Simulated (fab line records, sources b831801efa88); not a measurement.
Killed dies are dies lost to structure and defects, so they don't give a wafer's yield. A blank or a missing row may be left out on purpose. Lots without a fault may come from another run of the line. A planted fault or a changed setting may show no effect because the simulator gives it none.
Which tool did it? | flow gf180mcu | 12 lots, 36 wafers sampled, at 1 step of a route of 602

WHAT THE GAUGES READ, wafer by wafer
GF_POLY_GATE_OVL_MEAS_11.
lot  | measured     | on         | POLY_GATE_OVL (nm)
L075 | day 9 10:57  | overlay-01 | -7 2 -1
L077 | day 10 00:30 | overlay-01 | 3 0 -4
L079 | day 10 13:29 | overlay-02 | -5 6 -1
L081 | day 11 04:47 | overlay-02 | -1 -5 -10
L083 | day 12 02:14 | overlay-01 | 1 2 0
L085 | day 12 17:17 | overlay-02 | 0 1 3
L087 | day 13 07:25 | overlay-01 | 5 3 11
L089 | day 13 19:52 | overlay-02 | -5 -2 -7
L091 | day 14 08:40 | overlay-02 | 8 5 0
L093 | day 14 19:50 | overlay-02 | 6 4 10
L095 | day 15 10:41 | overlay-02 | -1 -2 4
L097 | day 16 02:18 | overlay-02 | -6 1 6

WHICH TOOL RAN EACH LOT (tool, then ch and the chambers of the sampled wafers, then the start)
The record holds no process step before these readings.

THE ANSWER, worked out from the rows above alone
Rule: what is usual is taken from the lots themselves. Put in order of their means at a reading, lots are off if they are a third of the lots or fewer, leave a main group of 4 or more, and stand apart from it by a gap of 3 or more times the standard deviation of the main group's means; of several such gaps the widest counts. A main group whose means are all the same, to the digits that the tables above print for the reading, isn't used. A lot without any number at a reading at which 4 lots or more have one is off too. The other lots that the step has rows for count as sound.
No lot is off at any reading shown: from this, nothing can be told.

WHAT THE SIMULATOR HAD PUT IN
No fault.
